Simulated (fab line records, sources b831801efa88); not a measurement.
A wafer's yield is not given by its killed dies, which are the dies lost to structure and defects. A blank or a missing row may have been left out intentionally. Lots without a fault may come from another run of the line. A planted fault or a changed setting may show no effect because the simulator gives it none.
Chamber matching -- flow sky130 -- 4 sister chambers for SKY_POLY_GATE_ETCH_15 on rie_diel-03
The step etches BARC in N2/H2, stops on SiO2, time 118.5 s, target depth 110 nm. 14 wafers are shown with their chamber, then 6 later ones without.

WAFERS, EACH WITH ITS CHAMBER
wafer,chamber,drypump_motor_current_A (A),throttle_valve_pct (%),oes_product_au (a.u.)
L959.1,2,5.8,13.208,0.729
L959.2,0,6.8,13.214,0.715
L959.3,3,5.0,13.208,0.721
L961.1,1,6.3,13.223,0.716
L961.2,2,5.9,13.216,0.715
L961.3,3,5.0,13.214,0.719
L962.1,2,5.9,13.221,0.717
L962.2,3,5.0,13.210,0.710
L962.3,0,6.7,13.214,0.717
L963.5,0,6.8,13.212,0.717
L963.6,1,6.3,13.216,0.714
L971.1,0,6.8,13.220,0.722
L971.5,3,4.9,13.206,0.725
L971.6,2,5.9,13.220,0.720

SIGNATURES, as means of the wafers listed above
reading,chamber 0,chamber 1,chamber 2,chamber 3,scatter within a chamber
drypump_motor_current_A,6.775,6.300,5.875,4.975,0.0474
throttle_valve_pct,13.21500,13.21950,13.21625,13.20950,0.00447
oes_product_au,0.71775,0.71500,0.72025,0.71875,0.00514
Rule: a wafer lies at a distance from a chamber equal to the root of the sum of squares, over the readings, of (its reading less the chamber's mean, divided by the reading's scatter). The wafer belongs to the nearest chamber; if the next one is less than 2 further off, it can't be placed. The scatter: take each reading less its chamber's mean, square it, sum over the shown wafers, divide by the number of wafers less the number of chambers, and take the root.

WAFERS WITH NO CHAMBER GIVEN
wafer,drypump_motor_current_A (A),throttle_valve_pct (%),oes_product_au (a.u.)
L973.2,5.9,13.210,0.721
L973.3,6.7,13.214,0.714
L973.6,6.8,13.224,0.719
L977.1,5.9,13.220,0.712
L977.3,6.8,13.203,0.718
L977.5,6.2,13.201,0.714

THE CHAMBER EACH PASSED THROUGH
wafer,from the rows above,in truth
L973.2,2,2
L973.3,0,0
L973.6,0,0
L977.1,2,2
L977.3,0,0
L977.5,1,1
Correctly placed: 6 of 6. Left unplaced by these rows: 0. Number placed wrongly: 0.
